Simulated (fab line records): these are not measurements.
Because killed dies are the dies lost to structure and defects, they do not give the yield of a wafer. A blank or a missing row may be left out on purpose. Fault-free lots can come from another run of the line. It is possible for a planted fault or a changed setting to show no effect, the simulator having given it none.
Chamber matching	flow gf180mcu	GF_V5_CMP_26 on cmp-01 has 4 sister chambers
The step polishes, stops on SiO2, t overpolish 15 s, target thk 0 nm. 16 wafers are shown with their chamber, then 8 later ones without.

WAFERS WITH THEIR CHAMBER
wafer	chamber	motor-current-A (A)	time-to-endpoint-s (s)	overpolish-run-s (s)
L854.1	0	10.9	86	15.002
L854.4	1	11.1	89	14.996
L854.6	3	10.6	86	15.003
L857.3	3	10.2	84	15.001
L857.4	2	9.1	87	15.008
L857.5	1	11.0	84	14.989
L858.1	0	10.5	76	14.998
L858.5	0	10.6	79	15.005
L858.6	1	11.1	79	15.001
L862.3	1	11.2	86	15.003
L862.5	2	9.0	87	15.016
L862.6	3	10.2	87	15.004
L864.4	1	11.7	86	15.016
L864.5	1	11.6	87	15.006
L864.6	2	8.8	88	14.993
L867.1	0	10.7	85	15.012

SIGNATURES, as means of the wafers listed above
reading	chamber 0	chamber 1	chamber 2	chamber 3	scatter within a chamber
motor-current-A	10.675	11.283	8.967	10.333	0.236
time-to-endpoint-s	81.50	85.17	87.33	85.67	3.33
overpolish-run-s	15.00425	15.00183	15.00567	15.00267	0.00817
Rule: a wafer's distance from a chamber is the root of the sum, over the readings, of the square of ((its reading less the chamber's mean) divided by the reading's scatter). If the next closest chamber is less than 2 further off than the closest, the wafer can't be placed; otherwise it belongs to the closest. The scatter: the root of (the sum of the squares of (reading less its chamber's mean) over the shown wafers, divided by (wafers less chambers)).

WAFERS WITHOUT THEIR CHAMBER
wafer	motor-current-A (A)	time-to-endpoint-s (s)	overpolish-run-s (s)
L867.2	9.4	89	14.983
L867.5	11.0	84	15.005
L868.1	11.1	89	14.993
L868.2	8.9	91	15.000
L868.6	10.5	88	15.020
L871.2	9.2	93	14.997
L871.5	9.1	94	14.997
L871.6	11.5	90	14.987

CHAMBER TAKEN BY EACH
wafer	from the rows above	in truth
L867.2	can't be placed: 2 or 3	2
L867.5	can't be placed: 1 or 0 or 3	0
L868.1	can't be placed: 1 or 0 or 3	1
L868.2	2	2
L868.6	can't be placed: 3 or 0 or 1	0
L871.2	2	2
L871.5	2	2
L871.6	1	1
Correct placement for 4 of the 8. Can't be placed from these rows: 4 (the true chamber is among the candidates in 4). Number placed wrongly: 0.
